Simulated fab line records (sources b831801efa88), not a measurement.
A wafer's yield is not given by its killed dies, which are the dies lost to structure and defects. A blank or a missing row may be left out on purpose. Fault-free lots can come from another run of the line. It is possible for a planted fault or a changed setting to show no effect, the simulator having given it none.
Lot-split experiment | flow sky130 | 23 wafers read from 5 lots, route of 708 steps

THE SPLIT ITSELF
At SKY_GATE_OXIDE_COAT_05 (resist thk 1140 nm), the setting resistThkNm was moved away from the recipe's 1140 nm on 5 of the 23 wafers read, by -4.0% to +2.8%. For the rest of the wafers, this setting stayed at what the recipe calls for.

Reading taken at the split's own step.

THE READING
NOVOLAK_of_GATE_OXIDE_COAT_05.thkNm (the simulator's own value, which no gauge read), in nm, at SKY_GATE_OXIDE_COAT_05 (resist thk 1140 nm). There is no usual value for it anywhere in the file. Across the 18 wafers here that went through the recipe, the average is 1139 nm and the standard deviation 3 nm.

wafer  | tool, chamber at the split | resistThkNm as run, nm | against the recipe | NOVOLAK_of_GATE_OXIDE_COAT_05.thkNm, nm | against lot-mates on the recipe
L074.1 | lithoTrack-04, 0           | 1094                   | -4.0%              | 1092                                    | -44
L074.2 | lithoTrack-04, 0           | 1140                   | recipe             | 1137                                    | -
L074.5 | lithoTrack-04, 0           | 1140                   | recipe             | 1137                                    | -
L074.3 | lithoTrack-04, 0           | 1140                   | recipe             | 1135                                    | -
L074.6 | lithoTrack-04, 0           | 1094                   | -4.0%              | 1096                                    | -40
L077.1 | lithoTrack-04, 0           | 1140                   | recipe             | 1140                                    | -
L077.2 | lithoTrack-04, 0           | 1140                   | recipe             | 1136                                    | -
L077.5 | lithoTrack-04, 0           | 1140                   | recipe             | 1136                                    | -
L077.3 | lithoTrack-04, 0           | 1140                   | recipe             | 1139                                    | -
L077.4 | lithoTrack-04, 0           | 1140                   | recipe             | 1142                                    | -
L079.2 | lithoTrack-02, 0           | 1140                   | recipe             | 1141                                    | -
L079.3 | lithoTrack-02, 0           | 1140                   | recipe             | 1142                                    | -
L079.4 | lithoTrack-02, 0           | 1140                   | recipe             | 1143                                    | -
L079.6 | lithoTrack-02, 0           | 1140                   | recipe             | 1143                                    | -
L079.5 | lithoTrack-02, 0           | 1140                   | recipe             | 1145                                    | -
L080.1 | lithoTrack-04, 0           | 1172                   | +2.8%              | 1167                                    | +31
L080.5 | lithoTrack-04, 0           | 1172                   | +2.8%              | 1167                                    | +31
L080.2 | lithoTrack-04, 0           | 1140                   | recipe             | 1136                                    | -
L080.4 | lithoTrack-04, 0           | 1140                   | recipe             | 1136                                    | -
L080.3 | lithoTrack-04, 0           | 1172                   | +2.8%              | 1168                                    | +32
L082.4 | lithoTrack-01, 0           | 1140                   | recipe             | 1139                                    | -
L082.5 | lithoTrack-01, 0           | 1140                   | recipe             | 1143                                    | -
L082.6 | lithoTrack-01, 0           | 1140                   | recipe             | 1140                                    | -

FIT RESULTS
A straight line over all 23 wafers: NOVOLAK_of_GATE_OXIDE_COAT_05.thkNm changes by +10.7 nm for each +1% of resistThkNm; r = +0.99; the points scatter about the line by 3 nm.
The same after taking each lot's own level away (the mean of its wafers on the recipe; 23 wafers): +10.8 nm for each +1%; r = +1.00; scatter 1.7 nm.
According to that fit, moving resistThkNm by its largest amount changes the reading by 43 nm.
The span of the lots' own levels, 1136.0 to 1142.8 nm, comes to 2.2 times the standard deviation stated above.
Consequently the slope shifts little with the lot-to-lot level, the two slopes agreeing.
Check: with one of the wafers moved furthest among these (-4.0%) left out of the fit, the line predicts -42.7 nm for it against its lot-mates. Against them it came out at -44.3 nm.

THE OTHER SPLITS THESE WAFERS WENT THROUGH
Other splits were also applied to these wafers ahead of the reading. Each is held against what the fit with the lots' levels taken away leaves over:
other split on the same wafers          | wafers away from the commonest value | r with NOVOLAK_of_GATE_OXIDE_COAT_05.thkNm (lot level and that fit taken away)
SKY_VT_ADJUST_HVTP_SOFTBAKE_03 tempC    | 10                                   | -0.02
SKY_VT_ADJUST_LVTN_IMPLANT_08 energyKev | 11                                   | +0.00
SKY_VT_ADJUST_HVTR_STRIP_10 powerW      | 7                                    | +0.25
SKY_SONOS_TUNNEL_COAT_02 spinRpm        | 8                                    | -0.05
SKY_SONOS_TUNNEL_IMPLANT_09 energyKev   | 10                                   | -0.12
SKY_SONOS_ONO_OXIDATION_00 oxTimeS      | 18                                   | -0.08
SKY_SONOS_ONO_DEVELOP_12 devTempC       | 8                                    | +0.06
SKY_SONOS_ONO_ETCH_15 sourceW           | 7                                    | +0.28

THE WHOLE CHAIN: every reading that the file lists as answering this split, in the file's order
step                    | what it does       | reading                                                                              | change (the file's fit)              | r (the file's)
SKY_GATE_OXIDE_COAT_05  | resist thk 1140 nm | NOVOLAK_of_GATE_OXIDE_COAT_05.thkNm (the simulator's own value, which no gauge read) | +10.7 nm for each +1% of the setting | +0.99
SKY_GATE_OXIDE_STRIP_13 | strips in O2/N2    | stripTimeToEndpointS                                                                 | withheld for each +1% of the setting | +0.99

THE FILE'S OWN FIT
NOVOLAK_of_GATE_OXIDE_COAT_05.thkNm changes by +10.7 nm for each +1% of resistThkNm, r = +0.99.
